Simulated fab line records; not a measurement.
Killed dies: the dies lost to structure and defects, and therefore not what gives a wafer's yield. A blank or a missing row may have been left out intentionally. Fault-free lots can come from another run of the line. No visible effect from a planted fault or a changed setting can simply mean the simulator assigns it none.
Which tool is to blame? | flow sky130 | 11 lots (33 wafers sampled), 1 step of a 708-step route

== WHAT THE GAUGES SHOWED, per wafer ==
SKY_VIA2_BOW_MEAS_03.
lot  | measured     | on           | VIA2_BOW (um)
L817 | day 35 07:10 | filmMetro-04 | 87 99 89
L819 | day 35 21:34 | filmMetro-02 | 84 93 86
L822 | day 36 14:53 | filmMetro-01 | 99 89 92
L823 | day 37 00:47 | filmMetro-02 | 90 86 80
L825 | day 37 13:00 | filmMetro-02 | 86 84 79
L826 | day 37 23:01 | filmMetro-01 | 90 92 80
L827 | day 38 08:14 | filmMetro-01 | 80 87 85
L828 | day 38 15:41 | filmMetro-01 | 95 73 79
L838 | day 41 14:31 | filmMetro-04 | 86 87 90
L839 | day 41 16:25 | filmMetro-04 | 94 74 90
L840 | day 41 21:23 | filmMetro-04 | 83 76 88

== WHICH TOOL RAN EACH LOT (tool, then ch and the chambers of the sampled wafers, then the start) ==
There is no process step in the record ahead of these readings.

== THE ANSWER, worked out from the rows above alone ==
Rule: usual is defined by the lots themselves. Put in order of their means at a reading, lots are off if they are a third of the lots or fewer, leave a main group of 4 or more, and stand apart from it by a gap of 3 or more times the standard deviation of the main group's means; of several such gaps the widest counts. The tables above print the reading to a certain number of digits; a main group whose means all agree to those digits is not used. Also off: a lot with no number at a reading for which 4 or more lots have one. All remaining lots with rows at the step are treated as sound.
Nothing can be told from this: no lot is off at any reading shown.

== WHAT THE SIMULATOR HAD INSERTED ==
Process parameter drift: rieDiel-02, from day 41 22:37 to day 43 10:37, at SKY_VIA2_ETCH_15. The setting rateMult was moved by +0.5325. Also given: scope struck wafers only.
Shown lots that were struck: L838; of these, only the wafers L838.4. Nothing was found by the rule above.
